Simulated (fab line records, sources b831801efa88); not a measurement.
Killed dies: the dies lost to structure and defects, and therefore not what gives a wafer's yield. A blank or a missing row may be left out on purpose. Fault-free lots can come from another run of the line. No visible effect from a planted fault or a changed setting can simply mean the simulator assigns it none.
2 desks looking at one fault | flow gf180mcu | each desk holds nothing but its own numbers, with what lay behind them at the end

AT THE TOOL OWNER'S DESK: pvdSputter-01
The tool's own readings at GF_M3_SPUTTER_02 (material AlCu, target thk 450 nm, time 23.9 s): means of the sampled wafers that have a number, for each lot that ran on this tool. A lot is out of limits, marked OUT, if its mean lies more than 4 standard deviations from the usual mean; the brackets give that distance.
Columns: A = throttleValvePct at GF_M3_SPUTTER_02, usual 30.2 %
lot  | first seen here | A
L413 | day 23 09:01    | 30.1
L423 | day 26 16:31    | 30.2
L426 | day 27 15:25    | 29.4
Finding of this desk: none of the 3 lots has anything out of limits.

THE METROLOGY DESK
Means of the sampled wafers that have a number, per lot and without regard to the tool the lot ran on: this is what the gauges read. A lot is out of limits, marked OUT, if its mean lies more than 4 standard deviations from the usual mean; the brackets give that distance.
Columns: A = V2_W_RS at GF_V2_RS_MEAS_24, usual 0.331 ohm/sq; B = V2_W_THK at GF_V2_THK_MEAS_25, usual 346 nm
lot  | first seen here | A     | B
L406 | day 20 12:32    | 0.333 | 346
L413 | day 23 08:25    | 0.331 | 348
L417 | day 24 16:32    | 0.330 | 346
L423 | day 26 15:57    | 0.328 | 349
L426 | day 27 14:48    | 0.328 | 349
L427 | day 27 21:20    | 0.333 | 342
Finding of this desk: none of the 6 lots has anything out of limits.

ALL TOGETHER
Nothing out of limits was seen by the tool owner's desk.
The metrology desk saw nothing out of limits.

WHAT WAS PUT IN BY THE SIMULATOR
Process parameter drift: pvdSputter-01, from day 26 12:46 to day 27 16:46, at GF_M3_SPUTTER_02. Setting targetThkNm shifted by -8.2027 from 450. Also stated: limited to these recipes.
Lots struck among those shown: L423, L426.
